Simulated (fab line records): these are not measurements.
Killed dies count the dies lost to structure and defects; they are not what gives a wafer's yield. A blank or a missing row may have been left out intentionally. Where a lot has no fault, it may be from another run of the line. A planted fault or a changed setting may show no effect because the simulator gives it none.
Which tool was responsible? + flow sky130 + Sampling: 11 lots, 33 wafers, 6 of 708 route steps

== WHAT EACH GAUGE READ, for each wafer ==
SKY_POLY_GATE_THK_MEAS_21.
| lot  | measured     | on           | POLY_GATE_OXIDATION_THK (nm) |
|------|--------------|--------------|------------------------------|
| L681 | day 16 23:43 | filmMetro-04 | 4.02 3.97 4.01               |
| L683 | day 17 12:04 | filmMetro-04 | 4.09 4.09 4.06               |
| L684 | day 18 01:53 | filmMetro-01 | 4.17 4.07 4.10               |
| L686 | day 18 16:36 | filmMetro-04 | 4.22 4.19 4.22               |
| L689 | day 19 23:47 | filmMetro-01 | 4.10 4.19 4.17               |
| L693 | day 21 10:51 | filmMetro-01 | 3.99 4.04 4.01               |
| L694 | day 21 12:30 | filmMetro-03 | 3.98 4.10 4.13               |
| L698 | day 23 09:32 | filmMetro-03 | 4.16 4.16 4.13               |
| L700 | day 24 00:00 | filmMetro-01 | 3.93 4.01 3.86               |
| L701 | day 24 21:52 | filmMetro-01 | 4.12 4.13 4.14               |
| L703 | day 25 18:19 | filmMetro-03 | 4.10 4.09 4.03               |

SKY_SD_P_TW_MEAS_11.
| lot  | measured     | on           | SD_P_TW        |
|------|--------------|--------------|----------------|
| L681 | day 26 05:03 | filmMetro-04 | 2854 2870 2827 |
| L683 | day 26 09:59 | filmMetro-03 | 2798 2788 2774 |
| L684 | day 26 23:55 | filmMetro-04 | 2830 2849 2847 |
| L686 | day 27 12:30 | filmMetro-03 | 2791 2778 2782 |
| L689 | day 28 18:34 | filmMetro-04 | 3127 3143 3122 |
| L693 | day 30 07:00 | filmMetro-04 | 2839 2819 2828 |
| L694 | day 30 07:38 | filmMetro-01 | 3197 3187 3182 |
| L698 | day 31 20:20 | filmMetro-01 | 2874 2879 2881 |
| L700 | day 32 14:52 | filmMetro-04 | 2844 2852 2849 |
| L701 | day 33 07:03 | filmMetro-01 | 2868 2879 2872 |
| L703 | day 34 01:16 | filmMetro-01 | 2879 2884 2882 |

SKY_SD_N_RS_MEAS_17: measurement is done with a four-point probe.
| lot  | measured     | on           | SD_P_RS (ohm/sq)  |
|------|--------------|--------------|-------------------|
| L681 | day 28 15:37 | filmMetro-04 | 147.1 147.5 146.9 |
| L683 | day 28 19:41 | filmMetro-04 | 146.9 146.6 146.5 |
| L684 | day 29 09:29 | filmMetro-04 | 146.0 146.3 146.2 |
| L686 | day 29 22:35 | filmMetro-03 | 146.6 147.2 146.8 |
| L689 | day 31 02:38 | filmMetro-03 | 137.9 138.1 137.9 |
| L693 | day 32 14:46 | filmMetro-03 | 147.1 147.7 147.0 |
| L694 | day 32 15:05 | filmMetro-01 | 138.1 138.3 137.7 |
| L698 | day 34 03:06 | filmMetro-03 | 146.9 146.7 146.8 |
| L700 | day 34 20:55 | filmMetro-01 | 147.2 147.6 147.5 |
| L701 | day 35 11:36 | filmMetro-03 | 147.4 147.7 147.3 |
| L703 | day 36 05:11 | filmMetro-03 | 147.3 147.1 147.6 |

SKY_LI_CONTACT_OVL_MEAS_13.
| lot  | measured     | on         | LI_CONTACT_OVL (nm) |
|------|--------------|------------|---------------------|
| L681 | day 29 20:55 | overlay-02 | -5 -7 2             |
| L683 | day 30 00:40 | overlay-01 | 6 -5 -7             |
| L684 | day 30 13:55 | overlay-02 | 7 7 5               |
| L686 | day 31 03:16 | overlay-02 | -8 -13 -7           |
| L689 | day 32 07:13 | overlay-02 | 9 -7 2              |
| L693 | day 33 18:52 | overlay-01 | -9 -7 -7            |
| L694 | day 33 19:07 | overlay-01 | -3 -4 2             |
| L698 | day 35 05:51 | overlay-02 | 0 -3 3              |
| L700 | day 35 23:52 | overlay-02 | 5 2 5               |
| L701 | day 36 14:36 | overlay-01 | 1 0 5               |
| L703 | day 37 07:55 | overlay-01 | -9 -4 -1            |

== TOOL THAT RAN EACH LOT (tool first, then ch and the chambers of the sampled wafers, then the start) ==
| lot  | SKY_SD_P_IMPLANT_09             | SKY_SD_P_STRIP_10                   |
|------|---------------------------------|-------------------------------------|
| L681 | implanter-03 ch 0, day 26 04:49 | plasmaAsher-03 ch 0,1, day 26 04:56 |
| L683 | implanter-01 ch 0, day 26 09:44 | plasmaAsher-03 ch 0,1, day 26 09:53 |
| L684 | implanter-01 ch 0, day 26 23:41 | plasmaAsher-04 ch 0,1, day 26 23:49 |
| L686 | implanter-03 ch 0, day 27 12:15 | plasmaAsher-01 ch 0,1, day 27 12:24 |
| L689 | implanter-03 ch 0, day 28 17:56 | plasmaAsher-04 ch 0,1, day 28 18:25 |
| L693 | implanter-02 ch 0, day 30 06:46 | plasmaAsher-04 ch 0,1, day 30 06:53 |
| L694 | implanter-03 ch 0, day 30 07:05 | plasmaAsher-03 ch 0,1, day 30 07:32 |
| L698 | implanter-01 ch 0, day 31 20:05 | plasmaAsher-04 ch 0,1, day 31 20:14 |
| L700 | implanter-01 ch 0, day 32 14:39 | plasmaAsher-01 ch 0,1, day 32 14:47 |
| L701 | implanter-02 ch 0, day 33 06:48 | plasmaAsher-04 ch 0,1, day 33 06:57 |
| L703 | implanter-02 ch 0, day 34 01:02 | plasmaAsher-01 ch 0,1, day 34 01:10 |
- SKY_SD_P_IMPLANT_09
- SKY_SD_P_STRIP_10: strips in O2/N2.

== WHAT THE TOOLS THEMSELVES READ (means of the sampled wafers that have a number; where no wafer has one, the mark that the record gives instead) ==
SKY_SD_P_STRIP_10.
| lot  | tool           | drypumpMotorCurrentA (A) | oesProductAu (a.u.) | stripTimeToEndpointS (s) |
|------|----------------|--------------------------|---------------------|--------------------------|
| L681 | plasmaAsher-03 | 5.5                      | 0.617               | 17.46                    |
| L683 | plasmaAsher-03 | 5.8                      | 0.618               | 17.56                    |
| L684 | plasmaAsher-04 | 5.1                      | 0.618               | 17.43                    |
| L686 | plasmaAsher-01 | 6.1                      | 0.615               | 17.47                    |
| L689 | plasmaAsher-04 | 5.1                      | 0.587               | 18.96                    |
| L693 | plasmaAsher-04 | 5.1                      | 0.616               | 17.52                    |
| L694 | plasmaAsher-03 | 5.8                      | 0.587               | 18.90                    |
| L698 | plasmaAsher-04 | 5.1                      | 0.619               | 17.50                    |
| L700 | plasmaAsher-01 | 5.9                      | 0.615               | 17.44                    |
| L701 | plasmaAsher-04 | 5.1                      | 0.619               | 17.43                    |
| L703 | plasmaAsher-01 | 6.1                      | 0.624               | 17.57                    |

== THE ANSWER, worked out from the rows above alone ==
Rule: what is usual is taken from the lots themselves. Put in order of their means at a reading, lots are off if they are a third of the lots or fewer, leave a main group of 4 or more, and stand apart from it by a gap of 3 or more times the standard deviation of the main group's means; of several such gaps the widest counts. The tables above print the reading to a certain number of digits; a main group whose means all agree to those digits is not used. A lot without any number at a reading at which 4 lots or more have one is off too. Any other lot the step has rows for is counted as sound. Order of review: gauges by route order, followed by the tools' own readings, for which a lot's mean as printed above is used. The first step at which some lot is off is used, and at that step the reading that is off furthest; a lot without a number counts as furthest.
Off: at SKY_SD_P_TW_MEAS_11 (SD_P_TW), L689, L694. For the main group the mean is 2841 and the standard deviation 34.
If a tool, at a process step before that reading, ran all the lots that are off and no sound lot after the first of them, it fits. The gauges at SKY_SD_P_TW_MEAS_11 aren't tried: what is off there is off at SKY_SD_P_STRIP_10 too, on other tools, and a gauge's error can't cause that. One fits: implanter-03 at SKY_SD_P_IMPLANT_09. Its last sound lot is L686 (day 27 12:15), its first lot that is off L689 (day 28 17:56): a fault that began between those two fits.

== WHAT THE SIMULATOR HAD PUT IN ==
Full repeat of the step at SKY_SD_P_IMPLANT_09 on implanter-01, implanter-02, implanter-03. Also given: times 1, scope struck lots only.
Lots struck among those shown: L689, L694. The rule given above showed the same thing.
